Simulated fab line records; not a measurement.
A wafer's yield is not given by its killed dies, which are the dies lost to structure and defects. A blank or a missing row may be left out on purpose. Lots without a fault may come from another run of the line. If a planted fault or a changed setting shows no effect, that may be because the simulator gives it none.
Which tool did it? :: flow gf180mcu :: Sampling: 14 lots, 42 wafers, 5 of 602 route steps

## WHAT THE GAUGES READ, wafer by wafer
The record lacks any reading of a measuring or inspecting step that a usual standard deviation could be used to judge.

## TOOL THAT RAN EACH LOT (tool first, then ch and the chambers of the sampled wafers, then the start)
lot: L715
GF_V1_CVD_02: pecvd-04 ch 0,1,2, day 17 10:26
GF_V1_ETCH_17: rie_diel-04 ch 0,1,2, day 18 10:00
GF_V1_STRIP_18: plasma_asher-04 ch 0,1, day 18 10:41
GF_V1_CMP_26: cmp-02 ch 2,3, day 18 11:38
GF_M2_SPUTTER_04: pvd_sputter-02, day 18 12:04

lot: L716
GF_V1_CVD_02: pecvd-01 ch 1,2, day 17 12:38
GF_V1_ETCH_17: rie_diel-01 ch 0,1,2, day 18 12:00
GF_V1_STRIP_18: plasma_asher-02 ch 0,1, day 18 13:07
GF_V1_CMP_26: cmp-01 ch 0,1,3, day 18 14:07
GF_M2_SPUTTER_04: pvd_sputter-04, day 18 14:29

lot: L719
GF_V1_CVD_02: pecvd-02 ch 1,2, day 18 16:02
GF_V1_ETCH_17: rie_diel-02 ch 1,2,3, day 19 16:00
GF_V1_STRIP_18: plasma_asher-04 ch 0,1, day 19 17:03
GF_V1_CMP_26: cmp-01 ch 1,2,3, day 19 18:06
GF_M2_SPUTTER_04: pvd_sputter-01, day 19 18:26

lot: L722
GF_V1_CVD_02: pecvd-01 ch 2, day 19 22:59
GF_V1_ETCH_17: rie_diel-02 ch 0,1,3, day 21 00:00
GF_V1_STRIP_18: plasma_asher-02 ch 0,1, day 21 00:13
GF_V1_CMP_26: cmp-02 ch 1,3, day 21 01:08
GF_M2_SPUTTER_04: pvd_sputter-02, day 21 01:37

lot: L723
GF_V1_CVD_02: pecvd-02 ch 0,2, day 20 05:45
GF_V1_ETCH_17: rie_diel-02 ch 0,2,3, day 21 05:00
GF_V1_STRIP_18: plasma_asher-02 ch 0,1, day 21 06:03
GF_V1_CMP_26: cmp-01 ch 1,2,3, day 21 07:03
GF_M2_SPUTTER_04: pvd_sputter-04, day 21 07:26

lot: L729
GF_V1_CVD_02: pecvd-04 ch 0,1,2, day 22 09:35
GF_V1_ETCH_17: rie_diel-04 ch 0,2,3, day 23 08:00
GF_V1_STRIP_18: plasma_asher-01 ch 0,1, day 23 08:52
GF_V1_CMP_26: cmp-01 ch 0,1,2, day 23 12:16
GF_M2_SPUTTER_04: -

lot: L730
GF_V1_CVD_02: pecvd-01 ch 0,2, day 22 12:11
GF_V1_ETCH_17: rie_diel-01 ch 1,2,3, day 23 12:00
GF_V1_STRIP_18: plasma_asher-04 ch 0,1, day 23 12:13
GF_V1_CMP_26: cmp-01 ch 1,2,3, day 23 13:15
GF_M2_SPUTTER_04: -

lot: L731
GF_V1_CVD_02: pecvd-01 ch 0,1,2, day 22 22:16
GF_V1_ETCH_17: rie_diel-04 ch 2,3, day 23 21:00
GF_V1_STRIP_18: plasma_asher-04 ch 0,1, day 23 21:56
GF_V1_CMP_26: cmp-02 ch 1,2, day 23 22:57
GF_M2_SPUTTER_04: pvd_sputter-04, day 23 23:23

lot: L732
GF_V1_CVD_02: pecvd-04 ch 1,2, day 23 06:35
GF_V1_ETCH_17: rie_diel-04 ch 0,1, day 24 05:00
GF_V1_STRIP_18: plasma_asher-04 ch 0,1, day 24 06:05
GF_V1_CMP_26: cmp-01 ch 0,2,3, day 24 07:05
GF_M2_SPUTTER_04: pvd_sputter-02, day 24 07:34

lot: L733
GF_V1_CVD_02: pecvd-02 ch 0,1, day 23 19:08
GF_V1_ETCH_17: rie_diel-02 ch 2,3, day 24 18:00
GF_V1_STRIP_18: plasma_asher-04 ch 0,1, day 24 18:20
GF_V1_CMP_26: cmp-02 ch 1,2, day 24 19:22
GF_M2_SPUTTER_04: pvd_sputter-02, day 24 19:51

lot: L734
GF_V1_CVD_02: pecvd-02 ch 0,1,2, day 23 23:43
GF_V1_ETCH_17: rie_diel-04 ch 1,2, day 24 22:00
GF_V1_STRIP_18: plasma_asher-04 ch 0,1, day 24 22:41
GF_V1_CMP_26: cmp-02 ch 0,1,3, day 24 23:52
GF_M2_SPUTTER_04: pvd_sputter-04, day 25 00:15

lot: L735
GF_V1_CVD_02: pecvd-04 ch 0,1,2, day 24 09:26
GF_V1_ETCH_17: rie_diel-04 ch 0,1, day 25 08:00
GF_V1_STRIP_18: plasma_asher-04 ch 0,1, day 25 08:25
GF_V1_CMP_26: cmp-02 ch 2,3, day 25 09:23
GF_M2_SPUTTER_04: pvd_sputter-04, day 25 09:52

lot: L736
GF_V1_CVD_02: pecvd-01 ch 1,2, day 24 18:40
GF_V1_ETCH_17: rie_diel-02 ch 0,2,3, day 25 16:00
GF_V1_STRIP_18: plasma_asher-01 ch 0,1, day 25 16:16
GF_V1_CMP_26: cmp-01 ch 0,1,2, day 25 17:11
GF_M2_SPUTTER_04: pvd_sputter-02, day 25 17:40

lot: L738
GF_V1_CVD_02: pecvd-01 ch 1,2, day 25 07:16
GF_V1_ETCH_17: rie_diel-01 ch 0,1, day 26 04:00
GF_V1_STRIP_18: plasma_asher-04 ch 0,1, day 26 05:02
GF_V1_CMP_26: cmp-01 ch 1,2,3, day 26 05:58
GF_M2_SPUTTER_04: pvd_sputter-02, day 26 06:26
- GF_V1_CVD_02: deposits SiO2 from TEOS, target thk 850 nm, time 94.851 s.
- GF_V1_ETCH_17: etches SiO2 in C4F8/O2/Ar, stops on TiN, target depth 630 nm.
- GF_V1_STRIP_18: strips in O2/N2.
- GF_V1_CMP_26: polishes, stops on SiO2, t overpolish 15 s, target thk 0 nm.
- GF_M2_SPUTTER_04: material TiN, target thk 50 nm, time 41.7 s.

## WHAT THE TOOLS THEMSELVES READ (means of the sampled wafers that have a number; where no wafer has one, the mark that the record gives instead)
GF_V1_CVD_02.
lot: L715
tool: pecvd-04
heater_power_w (W): 769

lot: L716
tool: pecvd-01
heater_power_w (W): 539

lot: L719
tool: pecvd-02
heater_power_w (W): 659

lot: L722
tool: pecvd-01
heater_power_w (W): 599

lot: L723
tool: pecvd-02
heater_power_w (W): 638

lot: L729
tool: pecvd-04
heater_power_w (W): 696

lot: L730
tool: pecvd-01
heater_power_w (W): 640

lot: L731
tool: pecvd-01
heater_power_w (W): 597

lot: L732
tool: pecvd-04
heater_power_w (W): 764

lot: L733
tool: pecvd-02
heater_power_w (W): 689

lot: L734
tool: pecvd-02
heater_power_w (W): 591

lot: L735
tool: pecvd-04
heater_power_w (W): 796

lot: L736
tool: pecvd-01
heater_power_w (W): 554

lot: L738
tool: pecvd-01
heater_power_w (W): 536

GF_V1_ETCH_17.
lot: L715
tool: rie_diel-04
bias_w (W): 1198
chamber_pressure_mTorr (mTorr): 39.98
oes_product_au (a.u.): 0.861

lot: L716
tool: rie_diel-01
bias_w (W): 1197
chamber_pressure_mTorr (mTorr): 39.97
oes_product_au (a.u.): 0.856

lot: L719
tool: rie_diel-02
bias_w (W): 1203
chamber_pressure_mTorr (mTorr): 40.00
oes_product_au (a.u.): 0.856

lot: L722
tool: rie_diel-02
bias_w (W): 1195
chamber_pressure_mTorr (mTorr): 40.01
oes_product_au (a.u.): 0.856

lot: L723
tool: rie_diel-02
bias_w (W): 1201
chamber_pressure_mTorr (mTorr): 40.06
oes_product_au (a.u.): 0.863

lot: L729
tool: rie_diel-04
bias_w (W): -
chamber_pressure_mTorr (mTorr): -
oes_product_au (a.u.): -

lot: L730
tool: rie_diel-01
bias_w (W): -
chamber_pressure_mTorr (mTorr): -
oes_product_au (a.u.): -

lot: L731
tool: rie_diel-04
bias_w (W): 1202
chamber_pressure_mTorr (mTorr): 40.00
oes_product_au (a.u.): 0.853

lot: L732
tool: rie_diel-04
bias_w (W): 1201
chamber_pressure_mTorr (mTorr): 40.00
oes_product_au (a.u.): 0.856

lot: L733
tool: rie_diel-02
bias_w (W): 1199
chamber_pressure_mTorr (mTorr): 40.05
oes_product_au (a.u.): 0.851

lot: L734
tool: rie_diel-04
bias_w (W): 1201
chamber_pressure_mTorr (mTorr): 40.02
oes_product_au (a.u.): 0.859

lot: L735
tool: rie_diel-04
bias_w (W): 1203
chamber_pressure_mTorr (mTorr): 39.98
oes_product_au (a.u.): 0.855

lot: L736
tool: rie_diel-02
bias_w (W): 1199
chamber_pressure_mTorr (mTorr): 40.00
oes_product_au (a.u.): 0.850

lot: L738
tool: rie_diel-01
bias_w (W): 1202
chamber_pressure_mTorr (mTorr): 39.98
oes_product_au (a.u.): 0.858

GF_V1_STRIP_18.
lot: L715
tool: plasma_asher-04
drypump_motor_current_A (A): 5.1
heater_power_w (W): 349
o2_flow_sccm (sccm): 2998
oes_product_au (a.u.): 0.587
platen_temp_c (C): 250.04

lot: L716
tool: plasma_asher-02
drypump_motor_current_A (A): 5.8
heater_power_w (W): 354
o2_flow_sccm (sccm): 3006
oes_product_au (a.u.): 0.593
platen_temp_c (C): 249.99

lot: L719
tool: plasma_asher-04
drypump_motor_current_A (A): 5.1
heater_power_w (W): 356
o2_flow_sccm (sccm): 3002
oes_product_au (a.u.): 0.586
platen_temp_c (C): 249.90

lot: L722
tool: plasma_asher-02
drypump_motor_current_A (A): 5.8
heater_power_w (W): 361
o2_flow_sccm (sccm): 2994
oes_product_au (a.u.): 0.588
platen_temp_c (C): 250.00

lot: L723
tool: plasma_asher-02
drypump_motor_current_A (A): 5.8
heater_power_w (W): 357
o2_flow_sccm (sccm): 3004
oes_product_au (a.u.): 0.595
platen_temp_c (C): 250.00

lot: L729
tool: plasma_asher-01
drypump_motor_current_A (A): 5.8
heater_power_w (W): 330
o2_flow_sccm (sccm): 2997
oes_product_au (a.u.): 0.669
platen_temp_c (C): 249.95

lot: L730
tool: plasma_asher-04
drypump_motor_current_A (A): 5.1
heater_power_w (W): 350
o2_flow_sccm (sccm): 3004
oes_product_au (a.u.): 0.665
platen_temp_c (C): 250.09

lot: L731
tool: plasma_asher-04
drypump_motor_current_A (A): 5.4
heater_power_w (W): 375
o2_flow_sccm (sccm): 2999
oes_product_au (a.u.): 0.590
platen_temp_c (C): 249.88

lot: L732
tool: plasma_asher-04
drypump_motor_current_A (A): 5.4
heater_power_w (W): 363
o2_flow_sccm (sccm): 3010
oes_product_au (a.u.): 0.594
platen_temp_c (C): 249.97

lot: L733
tool: plasma_asher-04
drypump_motor_current_A (A): 5.1
heater_power_w (W): 354
o2_flow_sccm (sccm): 2996
oes_product_au (a.u.): 0.588
platen_temp_c (C): 250.09

lot: L734
tool: plasma_asher-04
drypump_motor_current_A (A): 5.4
heater_power_w (W): 375
o2_flow_sccm (sccm): 2998
oes_product_au (a.u.): 0.588
platen_temp_c (C): 250.18

lot: L735
tool: plasma_asher-04
drypump_motor_current_A (A): 5.4
heater_power_w (W): 370
o2_flow_sccm (sccm): 3001
oes_product_au (a.u.): 0.596
platen_temp_c (C): 250.04

lot: L736
tool: plasma_asher-01
drypump_motor_current_A (A): 5.5
heater_power_w (W): 327
o2_flow_sccm (sccm): 2992
oes_product_au (a.u.): 0.590
platen_temp_c (C): 250.17

lot: L738
tool: plasma_asher-04
drypump_motor_current_A (A): 5.1
heater_power_w (W): 350
o2_flow_sccm (sccm): 2994
oes_product_au (a.u.): 0.594
platen_temp_c (C): 250.03

GF_V1_CMP_26.
lot: L715
tool: cmp-02
motor_current_A (A): 10.8
overpolish_run_s (s): 14.998
time_to_endpoint_s (s): 86

lot: L716
tool: cmp-01
motor_current_A (A): 10.8
overpolish_run_s (s): 15.004
time_to_endpoint_s (s): 86

lot: L719
tool: cmp-01
motor_current_A (A): 10.2
overpolish_run_s (s): 15.012
time_to_endpoint_s (s): 83

lot: L722
tool: cmp-02
motor_current_A (A): 10.5
overpolish_run_s (s): 15.006
time_to_endpoint_s (s): 81

lot: L723
tool: cmp-01
motor_current_A (A): 10.2
overpolish_run_s (s): 14.998
time_to_endpoint_s (s): 85

lot: L729
tool: cmp-01
motor_current_A (A): 10.7
overpolish_run_s (s): 14.999
time_to_endpoint_s (s): 82

lot: L730
tool: cmp-01
motor_current_A (A): 10.8
overpolish_run_s (s): 14.996
time_to_endpoint_s (s): 82

lot: L731
tool: cmp-02
motor_current_A (A): 10.7
overpolish_run_s (s): 15.002
time_to_endpoint_s (s): 82

lot: L732
tool: cmp-01
motor_current_A (A): 10.9
overpolish_run_s (s): 15.003
time_to_endpoint_s (s): 84

lot: L733
tool: cmp-02
motor_current_A (A): 11.0
overpolish_run_s (s): 14.997
time_to_endpoint_s (s): 83

lot: L734
tool: cmp-02
motor_current_A (A): 10.7
overpolish_run_s (s): 14.998
time_to_endpoint_s (s): 83

lot: L735
tool: cmp-02
motor_current_A (A): 10.6
overpolish_run_s (s): 15.002
time_to_endpoint_s (s): 84

lot: L736
tool: cmp-01
motor_current_A (A): 10.5
overpolish_run_s (s): 15.003
time_to_endpoint_s (s): 83

lot: L738
tool: cmp-01
motor_current_A (A): 10.4
overpolish_run_s (s): 15.006
time_to_endpoint_s (s): 85

GF_M2_SPUTTER_04.
lot: L715
tool: pvd_sputter-02
throttle_valve_pct (%): 29.7

lot: L716
tool: pvd_sputter-04
throttle_valve_pct (%): 28.8

lot: L719
tool: pvd_sputter-01
throttle_valve_pct (%): 30.0

lot: L722
tool: pvd_sputter-02
throttle_valve_pct (%): 31.3

lot: L723
tool: pvd_sputter-04
throttle_valve_pct (%): 29.4

lot: L731
tool: pvd_sputter-04
throttle_valve_pct (%): 30.7

lot: L732
tool: pvd_sputter-02
throttle_valve_pct (%): 28.4

lot: L733
tool: pvd_sputter-02
throttle_valve_pct (%): 29.7

lot: L734
tool: pvd_sputter-04
throttle_valve_pct (%): 29.0

lot: L735
tool: pvd_sputter-04
throttle_valve_pct (%): 30.3

lot: L736
tool: pvd_sputter-02
throttle_valve_pct (%): 28.9

lot: L738
tool: pvd_sputter-02
throttle_valve_pct (%): 28.8

## THE ANSWER, worked out from the rows above alone
Rule: the lots themselves supply what counts as usual. Put in order of their means at a reading, lots are off if they are a third of the lots or fewer, leave a main group of 4 or more, and stand apart from it by a gap of 3 or more times the standard deviation of the main group's means; of several such gaps the widest counts. The tables above print the reading to a certain number of digits; a main group whose means all agree to those digits is not used. A lot without any number at a reading at which 4 lots or more have one is off too. Where the step has rows for the other lots, those lots are counted as sound. The gauges are gone through in route order, then the tools' own readings, and for those a lot's mean is taken as printed above. At the first step where some lot is off, the reading lying furthest off is the one used; lots without a number count as furthest.
Off, at GF_V1_ETCH_17 on bias_w: L729, L730. Without a number there: L729, L730. The main group: mean 1200 W, standard deviation 2.4.
If a tool, at that step or one of the process steps before it, ran each lot that is off and ran no sound lot following the first of them, it fits. None of those tried fits.

## WHAT HAD BEEN PUT IN BY THE SIMULATOR
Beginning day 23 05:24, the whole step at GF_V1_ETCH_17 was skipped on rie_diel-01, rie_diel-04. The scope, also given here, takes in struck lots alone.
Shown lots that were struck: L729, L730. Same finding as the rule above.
